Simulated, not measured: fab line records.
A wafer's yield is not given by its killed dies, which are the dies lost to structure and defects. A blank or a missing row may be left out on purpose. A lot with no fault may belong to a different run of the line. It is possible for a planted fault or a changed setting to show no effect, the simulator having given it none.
What tool caused it?    flow sky130    14 lots, 42 wafers sampled, at 4 steps of a route of 708

WHAT EACH GAUGE READ, for each wafer
SKY_CONTACT_THK_MEAS_03. Usual: CONTACT_HDPCVD_THK 565 nm, standard deviation 5.
lot   measured      on            CONTACT_HDPCVD_THK (nm)  flag
L294  day 30 14:32  filmMetro-01  566 564 566              
L296  day 31 04:28  filmMetro-03  562 559 557              
L297  day 31 09:27  filmMetro-01  554 566 558              
L302  day 33 08:06  filmMetro-04  560 561 562              
L309  day 35 19:32  filmMetro-01  564 565 552              
L310  day 35 20:22  filmMetro-01  570 573 573              
L311  day 36 03:22  filmMetro-04  564 563 557              
L313  day 36 14:14  filmMetro-03  559 570 563              
L314  day 37 01:02  filmMetro-04  564 556 562              
L315  day 37 02:57  filmMetro-01  557 566 563              
L316  day 37 08:53  filmMetro-01  565 566 563              
L317  day 37 11:19  filmMetro-01  569 561 566              

SKY_METAL1_CD_MEAS_15: target cd 140 nm. Usual: cdNm reads 139.8 nm (standard deviation 1.7).
lot   measured      on        cdNm (nm)          flag
L294  day 32 23:10  cdSem-02  141.4 140.2 142.0  
L296  day 33 12:25  cdSem-01  141.3 139.5 138.8  
L297  day 33 17:46  cdSem-02  139.8 139.4 139.6  
L302  day 35 15:37  cdSem-02  142.7 143.6 141.9  
L309  day 38 02:35  cdSem-01  142.8 140.7 140.8  
L310  day 38 02:55  cdSem-02  139.9 138.6 137.9  
L311  day 38 09:28  cdSem-02  141.2 140.9 140.4  
L313  day 38 19:14  cdSem-01  139.4 138.7 140.1  
L314  day 39 05:43  cdSem-01  139.3 139.7 140.7  
L315  day 39 06:47  cdSem-02  137.5 137.5 137.2  
L316  day 39 13:59  cdSem-01  140.9 140.3 141.5  
L317  day 39 16:12  cdSem-01  139.5 139.2 138.5  

WHAT TOOL EACH LOT RAN ON (gives the tool, then ch and the chambers of the sampled wafers, and finally the start)
lot   SKY_GATE_OXIDE_EXPOSE_07            SKY_METAL1_SPUTTER_00
L294  ilineStepper-01 ch 0, day 13 10:20  pvdSputter-04, day 31 19:57
L296  ilineStepper-02 ch 0, day 14 00:44  pvdSputter-02, day 32 09:47
L297  ilineStepper-02 ch 0, day 14 06:33  pvdSputter-04, day 32 14:41
L299  ilineStepper-02, day 14 21:11       -
L300  ilineStepper-01, day 15 06:31       -
L302  ilineStepper-02 ch 0, day 15 21:39  pvdSputter-04, day 34 12:50
L309  ilineStepper-01 ch 0, day 18 20:44  pvdSputter-03, day 36 23:29
L310  ilineStepper-01 ch 0, day 18 22:07  pvdSputter-02, day 37 00:11
L311  ilineStepper-01 ch 0, day 19 11:06  pvdSputter-03, day 37 08:04
L313  ilineStepper-02 ch 0, day 19 19:26  pvdSputter-02, day 37 18:08
L314  ilineStepper-01 ch 0, day 20 09:52  pvdSputter-03, day 38 04:23
L315  ilineStepper-02 ch 0, day 20 16:10  pvdSputter-04, day 38 05:32
L316  ilineStepper-02 ch 0, day 20 23:01  pvdSputter-03, day 38 12:50
L317  ilineStepper-02 ch 0, day 21 02:05  pvdSputter-02, day 38 14:59
- SKY_GATE_OXIDE_EXPOSE_07: exposes mask LVOM, target cd 600 nm.
- SKY_METAL1_SPUTTER_00: material Ti, target thk 15 nm, time 10 s.

AS READ BY THE TOOLS THEMSELVES (means over the sampled wafers that have a number; for cases with no such wafer, the mark the record gives instead)
SKY_GATE_OXIDE_EXPOSE_07. Usual: exposureDoseMJCm2 170.01, standard deviation 0.14; focusOffsetNm -0.1 nm, standard deviation 0.54.
lot   tool             exposureDoseMJCm2  focusOffsetNm (nm)  flag
L294  ilineStepper-01  170.08             -0.1                
L296  ilineStepper-02  170.06             0.3                 
L297  ilineStepper-02  169.97             0.3                 
L299  ilineStepper-02  -                  -                   OFF
L300  ilineStepper-01  -                  -                   OFF
L302  ilineStepper-02  170.25             0.1                 
L309  ilineStepper-01  170.04             0.1                 
L310  ilineStepper-01  169.92             -0.8                
L311  ilineStepper-01  170.00             -0.6                
L313  ilineStepper-02  169.98             0.5                 
L314  ilineStepper-01  170.09             0.0                 
L315  ilineStepper-02  170.11             -0.1                
L316  ilineStepper-02  170.01             -0.3                
L317  ilineStepper-02  169.99             -0.1                

SKY_METAL1_SPUTTER_00. Usual: throttleValvePct reads 30.7 % (standard deviation 1.1).
lot   tool           throttleValvePct (%)  flag
L294  pvdSputter-04  30.2                  
L296  pvdSputter-02  30.5                  
L297  pvdSputter-04  30.3                  
L302  pvdSputter-04  30.2                  
L309  pvdSputter-03  32.3                  
L310  pvdSputter-02  30.6                  
L311  pvdSputter-03  31.1                  
L313  pvdSputter-02  31.3                  
L314  pvdSputter-03  32.4                  
L315  pvdSputter-04  30.6                  
L316  pvdSputter-03  29.8                  
L317  pvdSputter-02  31.3                  

THE ANSWER, worked out from the rows above alone
Rule: a lot is off if the mean of its wafers that have a number lies more than 3 standard deviations from the usual mean. A lot without any number at a reading at which 4 lots or more have one is off too. The other lots that the step has rows for count as sound. After the gauges, taken in route order, come the tools' own readings; for these a lot's mean is taken, as printed above. The first step at which some lot is off is used, and at that step the reading that is off furthest; a lot without a number counts as furthest.
Off: L299, L300 (SKY_GATE_OXIDE_EXPOSE_07, exposureDoseMJCm2). Without a number there: L299, L300.
If a tool, at that step or one of the process steps before it, ran each lot that is off and ran no sound lot following the first of them, it fits. None of those tried fits.

WHAT THE SIMULATOR PUT IN
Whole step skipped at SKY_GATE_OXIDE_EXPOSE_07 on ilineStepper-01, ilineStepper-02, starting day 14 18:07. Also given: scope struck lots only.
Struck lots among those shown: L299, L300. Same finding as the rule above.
